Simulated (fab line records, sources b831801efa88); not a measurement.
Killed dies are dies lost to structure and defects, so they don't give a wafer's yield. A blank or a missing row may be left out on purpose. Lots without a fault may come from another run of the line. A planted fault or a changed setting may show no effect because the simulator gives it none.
Chamber matching | flow sky130 | SKY_VIA4_CMP_21 on cmp-01: 4 sister chambers
The step polishes, stops on SiO2, t overpolish 25 s, target thk 0 nm. 14 wafers are shown with their chamber, then 6 later ones without.

WAFERS WITH THEIR CHAMBER
wafer  | chamber | time_to_endpoint_s (s) | motor_current_A (A) | overpolish_run_s (s)
L157.1 | 1       | 119                    | 10.4                | 24.981
L157.2 | 2       | 123                    | 10.0                | 24.985
L157.5 | 3       | 115                    | 10.7                | 25.002
L158.2 | 3       | 116                    | 10.8                | 25.007
L158.4 | 0       | 125                    | 11.8                | 24.991
L158.5 | 2       | 123                    | 9.5                 | 25.011
L159.2 | 2       | 127                    | 9.5                 | 24.996
L159.3 | 0       | 129                    | 12.2                | 25.002
L159.5 | 2       | 124                    | 9.6                 | 24.997
L164.2 | 2       | 126                    | 9.3                 | 24.997
L164.3 | 0       | 127                    | 11.9                | 24.985
L164.6 | 1       | 120                    | 10.8                | 25.002
L168.2 | 1       | 119                    | 11.2                | 24.998
L168.3 | 0       | 126                    | 11.8                | 25.008

SIGNATURES (means of the wafers above)
reading            | chamber 0 | chamber 1 | chamber 2 | chamber 3 | scatter within a chamber
time_to_endpoint_s | 126.75    | 119.33    | 124.60    | 115.50    | 1.52
motor_current_A    | 11.925    | 10.800    | 9.580     | 10.750    | 0.265
overpolish_run_s   | 24.99650  | 24.99367  | 24.99720  | 25.00450  | 0.00963
Rule: a wafer's distance from a chamber is the root of the sum, over the readings, of the square of ((its reading less the chamber's mean) divided by the reading's scatter). The wafer belongs to the nearest chamber; if the next one is less than 2 further off, it can't be placed. The scatter: the root of (the sum of the squares of (reading less its chamber's mean) over the shown wafers, divided by (wafers less chambers)).

WAFERS WITHOUT THEIR CHAMBER
wafer  | time_to_endpoint_s (s) | motor_current_A (A) | overpolish_run_s (s)
L168.5 | 122                    | 9.0                 | 25.004
L174.1 | 124                    | 11.1                | 25.002
L174.6 | 127                    | 12.1                | 24.990
L175.1 | 121                    | 10.9                | 24.991
L177.4 | 119                    | 12.3                | 24.994
L177.5 | 115                    | 10.7                | 25.003

WHICH CHAMBER EACH WENT THROUGH
wafer  | from the rows above          | in truth
L168.5 | 2                            | 2
L174.1 | can't be placed: 1 or 0      | 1
L174.6 | 0                            | 0
L175.1 | 1                            | 1
L177.4 | can't be placed: 0 or 1 or 3 | 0
L177.5 | 3                            | 3
Placed correctly: 4 of 6. Can't be placed from these rows: 2 (the true chamber is among the candidates in 2). Placed wrongly: 0.
